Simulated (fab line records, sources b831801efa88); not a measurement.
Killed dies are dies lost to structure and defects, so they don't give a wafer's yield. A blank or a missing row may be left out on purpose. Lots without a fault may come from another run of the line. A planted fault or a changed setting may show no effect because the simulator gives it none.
A struck lot beside a sound one | flow sky130 | 18 steps out of a route of 708
Sound: wafers L826.3, L826.5, L826.6. Struck: wafers L835.2, L835.4, L835.6. The cause comes at the end.
At each step with rows: each side's tool, then ch and its chambers, then its first start. Under that, the readings that differ: sound wafers | struck wafers | difference of the means | sigmas: that difference in standard deviations of wafers without a fault.
alike: readings whose means differ by less than 2 such deviations, and words and numbers that are the same on both sides. not compared: withheld readings, readings that some wafer has no value for, bounds like >300 that may hide the same value, and numbers for which the record gives no deviation and whose values overlap.
The two part at a step that has a row with sigmas, a row that says differs or no value, or rows on one side only. Numbers that don't overlap but have no deviation are shown without sigmas and don't part them. A reading that every wafer of one side lacks parts them only if that side has two wafers or more.

first, 4 steps without rows for these wafers: SKY_LDD_HVP_SOFTBAKE_03 (time 60 s); SKY_LDD_HVP_EXPOSE_04 (exposes mask HVPTM, target cd 700 nm); SKY_LDD_HVP_PEB_05; SKY_LDD_HVP_DEVELOP_06 (develop time 60 s).
SKY_LDD_HVP_OVL_MEAS_07:
  sound on overlay-01, day 24 00:59; struck on overlay-02, day 26 22:49
  alike: LDD_HVP_OVL
then, 1 step without rows for these wafers: SKY_LDD_HVP_IMPLANT_08.
SKY_LDD_HVP_STRIP_09: strips in O2/N2.
  sound on plasma_asher-03 ch 0,1, day 24 01:12; struck on plasma_asher-01 ch 0,1, day 26 22:59
  alike: drypump_motor_current_A, o2_flow_sccm, oes_product_au, strip_time_to_endpoint_s
  not compared: rf_hours_counter_h
SKY_LDD_HVP_TW_MEAS_10:
  sound on film_metro-01, day 24 01:17; struck on film_metro-01, day 26 23:06
  alike: LDD_HVP_TW
then, 4 steps without rows for these wafers: SKY_LDD_LDN_DEHYDRATE_00 (time 60 s); SKY_LDD_LDN_HMDS_01 (prime time 60 s); SKY_LDD_LDN_COAT_02 (resist thk 1140 nm); SKY_LDD_LDN_SOFTBAKE_03 (time 60 s).
SKY_LDD_LDN_EXPOSE_04: exposes mask LDNTM, target cd 700 nm.
  sound on iline_stepper-02 ch 0, day 24 14:59; struck on iline_stepper-01 ch 0, day 27 13:05
  reading                         | sound                | struck            | difference | sigmas
  model.LDD_LDN.overlay_x_nm (nm) | 0.6007 0.6007 0.6007 | 193.5 193.5 193.5 | +192.9     |
  alike: mask, reticle_temp_C, stage_vel_mm_s
then, 2 steps without rows for these wafers: SKY_LDD_LDN_PEB_05; SKY_LDD_LDN_DEVELOP_06 (develop time 60 s).
SKY_LDD_LDN_OVL_MEAS_07:
  sound on overlay-02, day 25 04:32; struck on overlay-02, day 28 02:43
  reading          | sound          | struck            | difference | sigmas
  LDD_LDN_OVL (nm) | -1.4 -0.7 -0.5 | 191.4 191.1 193.2 | +192.8     | +99 or more
then, 1 step without rows for these wafers: SKY_LDD_LDN_IMPLANT_08.
-- the record jumps here: 21 days lie between the struck wafers' starts before and after (it left off in module LDD_LDN and takes up again in module PAD_OPEN, whose first step shown is number 708 of the route) --
SKY_PAD_OPEN_PROBE_99:
  sound on prober-01, day 47 07:40; struck on prober-02, day 49 05:29
  alike: killed_at_M0_to_M3, killed_at_M4_up, killed_at_contacts, killed_at_front_end, killed_at_other, killed_dies, killed_open, killed_short

WHERE THEY PART
Only at SKY_LDD_LDN_OVL_MEAS_07, within this record. Later steps at which nothing parts them and some readings are alike: SKY_PAD_OPEN_PROBE_99.

WHY: what the simulator had put in
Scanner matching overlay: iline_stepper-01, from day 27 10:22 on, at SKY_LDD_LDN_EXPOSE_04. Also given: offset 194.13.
